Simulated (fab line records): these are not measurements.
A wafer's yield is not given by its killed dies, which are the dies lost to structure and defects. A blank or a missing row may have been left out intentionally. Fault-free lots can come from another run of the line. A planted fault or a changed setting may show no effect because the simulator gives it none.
Which tool is to blame? / flow sky130 / Sampling: 13 lots, 39 wafers, 2 of 708 route steps

WHAT THE GAUGES READ, wafer by wafer
SKY_VIA3_THK_MEAS_23: measures by xrf. Usual: for VIA3_W_THK the level is 388 nm and the standard deviation is 7.6.
lot=L626; measured=day 39 17:01; on=filmMetro-01; VIA3_W_THK (nm)=378 386 387; flag=
lot=L627; measured=day 40 01:37; on=filmMetro-02; VIA3_W_THK (nm)=381 377 375; flag=
lot=L628; measured=day 40 09:17; on=filmMetro-01; VIA3_W_THK (nm)=388 388 388; flag=
lot=L633; measured=day 42 14:10; on=filmMetro-03; VIA3_W_THK (nm)=390 405 403; flag=
lot=L635; measured=day 43 04:02; on=filmMetro-02; VIA3_W_THK (nm)=387 399 384; flag=
lot=L636; measured=day 43 02:40; on=filmMetro-02; VIA3_W_THK (nm)=380 380 377; flag=
lot=L640; measured=day 44 02:24; on=filmMetro-03; VIA3_W_THK (nm)=383 386 383; flag=
lot=L641; measured=day 44 08:16; on=filmMetro-01; VIA3_W_THK (nm)=391 398 388; flag=
lot=L643; measured=day 45 02:38; on=filmMetro-03; VIA3_W_THK (nm)=393 412 403; flag=
lot=L645; measured=day 45 04:46; on=filmMetro-03; VIA3_W_THK (nm)=390 389 389; flag=
lot=L646; measured=day 45 11:40; on=filmMetro-02; VIA3_W_THK (nm)=386 401 387; flag=
lot=L647; measured=day 45 19:07; on=filmMetro-01; VIA3_W_THK (nm)=391 399 399; flag=
lot=L648; measured=day 46 01:20; on=filmMetro-02; VIA3_W_THK (nm)=382 382 394; flag=

WHICH TOOL RAN EACH LOT (tool, then ch and the chambers of the sampled wafers, then the start)
lot=L626; SKY_VT_ADJUST_PCH_STRIP_09=plasmaAsher-01 ch 0,1, day 10 10:12
lot=L627; SKY_VT_ADJUST_PCH_STRIP_09=plasmaAsher-04 ch 0,1, day 10 19:35
lot=L628; SKY_VT_ADJUST_PCH_STRIP_09=plasmaAsher-01 ch 0,1, day 11 01:26
lot=L633; SKY_VT_ADJUST_PCH_STRIP_09=plasmaAsher-04 ch 0,1, day 13 14:35
lot=L635; SKY_VT_ADJUST_PCH_STRIP_09=plasmaAsher-04 ch 0,1, day 13 18:03
lot=L636; SKY_VT_ADJUST_PCH_STRIP_09=plasmaAsher-04 ch 0,1, day 13 19:21
lot=L640; SKY_VT_ADJUST_PCH_STRIP_09=plasmaAsher-02 ch 0,1, day 15 01:46
lot=L641; SKY_VT_ADJUST_PCH_STRIP_09=plasmaAsher-01 ch 0,1, day 15 11:00
lot=L643; SKY_VT_ADJUST_PCH_STRIP_09=plasmaAsher-04 ch 0,1, day 16 07:30
lot=L645; SKY_VT_ADJUST_PCH_STRIP_09=plasmaAsher-01 ch 0,1, day 16 15:26
lot=L646; SKY_VT_ADJUST_PCH_STRIP_09=plasmaAsher-01 ch 0,1, day 17 00:32
lot=L647; SKY_VT_ADJUST_PCH_STRIP_09=plasmaAsher-02 ch 0,1, day 17 08:42
lot=L648; SKY_VT_ADJUST_PCH_STRIP_09=plasmaAsher-04 ch 0,1, day 17 18:12
- SKY_VT_ADJUST_PCH_STRIP_09: strips in O2/N2.

AS READ BY THE TOOLS THEMSELVES (means over the sampled wafers that have a number; for cases with no such wafer, the mark the record gives instead)
SKY_VT_ADJUST_PCH_STRIP_09. Usual: drypumpMotorCurrentA 5.4 A, standard deviation 0.42; o2FlowSccm 2999 sccm, standard deviation 8.7; oesProductAu 0.722 a.u., standard deviation 0.0041; stripTimeToEndpointS 36.97 s, standard deviation 0.11.
lot=L626; tool=plasmaAsher-01; drypumpMotorCurrentA (A)=5.8; o2FlowSccm (sccm)=3006; oesProductAu (a.u.)=0.722; stripTimeToEndpointS (s)=37.01; flag=
lot=L627; tool=plasmaAsher-04; drypumpMotorCurrentA (A)=4.9; o2FlowSccm (sccm)=3000; oesProductAu (a.u.)=0.726; stripTimeToEndpointS (s)=36.99; flag=
lot=L628; tool=plasmaAsher-01; drypumpMotorCurrentA (A)=5.8; o2FlowSccm (sccm)=2990; oesProductAu (a.u.)=0.721; stripTimeToEndpointS (s)=37.18; flag=
lot=L633; tool=plasmaAsher-04; drypumpMotorCurrentA (A)=5.0; o2FlowSccm (sccm)=2993; oesProductAu (a.u.)=0.721; stripTimeToEndpointS (s)=36.85; flag=
lot=L635; tool=plasmaAsher-04; drypumpMotorCurrentA (A)=4.9; o2FlowSccm (sccm)=2998; oesProductAu (a.u.)=0.722; stripTimeToEndpointS (s)=37.01; flag=
lot=L636; tool=plasmaAsher-04; drypumpMotorCurrentA (A)=5.1; o2FlowSccm (sccm)=2997; oesProductAu (a.u.)=0.722; stripTimeToEndpointS (s)=36.97; flag=
lot=L640; tool=plasmaAsher-02; drypumpMotorCurrentA (A)=5.7; o2FlowSccm (sccm)=2999; oesProductAu (a.u.)=0.718; stripTimeToEndpointS (s)=37.00; flag=
lot=L641; tool=plasmaAsher-01; drypumpMotorCurrentA (A)=5.8; o2FlowSccm (sccm)=3007; oesProductAu (a.u.)=0.720; stripTimeToEndpointS (s)=37.02; flag=
lot=L643; tool=plasmaAsher-04; drypumpMotorCurrentA (A)=4.9; o2FlowSccm (sccm)=2995; oesProductAu (a.u.)=0.726; stripTimeToEndpointS (s)=36.87; flag=
lot=L645; tool=plasmaAsher-01; drypumpMotorCurrentA (A)=5.8; o2FlowSccm (sccm)=3002; oesProductAu (a.u.)=0.724; stripTimeToEndpointS (s)=37.00; flag=
lot=L646; tool=plasmaAsher-01; drypumpMotorCurrentA (A)=5.6; o2FlowSccm (sccm)=3005; oesProductAu (a.u.)=0.720; stripTimeToEndpointS (s)=37.08; flag=
lot=L647; tool=plasmaAsher-02; drypumpMotorCurrentA (A)=5.7; o2FlowSccm (sccm)=3002; oesProductAu (a.u.)=0.720; stripTimeToEndpointS (s)=36.99; flag=
lot=L648; tool=plasmaAsher-04; drypumpMotorCurrentA (A)=5.0; o2FlowSccm (sccm)=2994; oesProductAu (a.u.)=0.719; stripTimeToEndpointS (s)=37.01; flag=

THE ANSWER, worked out from the rows above alone
Rule: take the mean of a lot's wafers that have a number; if it is more than 3 standard deviations from the usual mean, the lot is off. A lot without any number at a reading at which 4 lots or more have one is off too. All remaining lots with rows at the step are treated as sound. After the gauges, taken in route order, come the tools' own readings; for these a lot's mean is taken, as printed above. The first step at which some lot is off is used, and at that step the reading that is off furthest; a lot without a number counts as furthest.
No lot is off on any of the readings shown, so nothing can be concluded from this.

WHAT THE SIMULATOR HAD INSERTED
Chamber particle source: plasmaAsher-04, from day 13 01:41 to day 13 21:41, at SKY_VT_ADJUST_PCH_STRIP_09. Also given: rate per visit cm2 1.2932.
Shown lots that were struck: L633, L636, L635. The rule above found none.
